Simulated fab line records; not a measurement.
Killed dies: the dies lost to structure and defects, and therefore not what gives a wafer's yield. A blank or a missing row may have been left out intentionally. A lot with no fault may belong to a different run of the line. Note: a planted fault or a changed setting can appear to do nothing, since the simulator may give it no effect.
One fault seen from 2 desks -- flow sky130 -- what lay behind the numbers comes last; until then each desk has only its own

== FOR THE TOOL OWNER'S DESK: rieDiel-04 ==
The tool's own readings at SKY_VIA2_ETCH_14 (etches BARC in N2/H2, stops on SiO2, time 45.9 s, target depth 60 nm): means of the sampled wafers that have a number, for each lot that ran on this tool. A lot is out of limits, marked OUT, if its mean lies more than 4 standard deviations from the usual mean; the brackets give that distance.
Columns: A = drypumpMotorCurrentA at SKY_VIA2_ETCH_14, usual 5.55 A; B = oesProductAu at SKY_VIA2_ETCH_14, usual 0.855 a.u.; C = throttleValvePct at SKY_VIA2_ETCH_14, usual 13.226 %
lot,first seen here,A,B,C
L195,day 37 17:01,5.67,0.856,13.221
L197,day 37 19:31,5.22,0.856,13.232
L198,day 38 04:58,5.30,0.857,13.227
L200,day 38 17:49,5.23,0.836 (-4.1) OUT,13.226
L202,day 39 10:03,5.66,0.796 (-13) OUT,13.223
L212,day 42 02:43,5.47,0.856,13.218
L215,day 42 23:10,5.46,0.860,13.219
L216,day 43 03:36,5.53,0.857,13.234
This desk finds L200, L202 out of limits, L200 being first, at day 38 17:49 (oesProductAu at SKY_VIA2_ETCH_14). In limits: L195, L197, L198, L212, L215, L216.

== AT THE METROLOGY DESK ==
Lot by lot, what the gauges showed, no matter which tool ran the lot: averages of those sampled wafers that carry a number. A lot is out of limits, marked OUT, if its mean lies more than 4 standard deviations from the usual mean; the brackets give that distance.
Columns: A = CONTACT_CVD_00_THK at SKY_CONTACT_THK_MEAS_01, usual 74.7 nm; B = VIA2_OVL at SKY_VIA2_OVL_MEAS_13, usual -1 nm
lot,first seen here,A,B
L193,day 30 23:45,73.7,8
L195,day 31 20:46,75.4,-2
L197,day 32 00:25,74.8,-3
L198,day 32 11:37,75.3,-5
L199,day 32 17:43,74.3,-2
L200,day 33 00:25,73.4,-1
L202,day 33 17:35,75.0,1
L206,day 34 16:37,75.6,-6
L208,day 35 08:08,75.2,3
L212,day 36 13:36,75.5,-3
L213,day 36 21:26,74.9,-4
L214,day 37 09:34,73.4,0
L215,day 37 12:14,75.2,0
L216,day 37 16:55,75.1,-2
Finding of this desk: none of the 14 lots has anything out of limits.

== ALL TOGETHER ==
The tool owner's desk had the chance to raise an alarm at day 38 17:49 on L200, L202.
From the metrology desk's view, nothing was out of limits.
The metrology desk has L200, L202 on record, within its limits.
All the named lots went through SKY_VIA2_ETCH_14 on rieDiel-04.

== WHAT THE SIMULATOR HAD INSERTED ==
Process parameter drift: rieDiel-04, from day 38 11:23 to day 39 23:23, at SKY_VIA2_ETCH_14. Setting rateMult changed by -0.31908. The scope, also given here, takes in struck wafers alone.
Struck lots among those shown: L200, L202.
Each desk's first reading out of limits, in hours after the fault started: the tool owner's desk, 6.
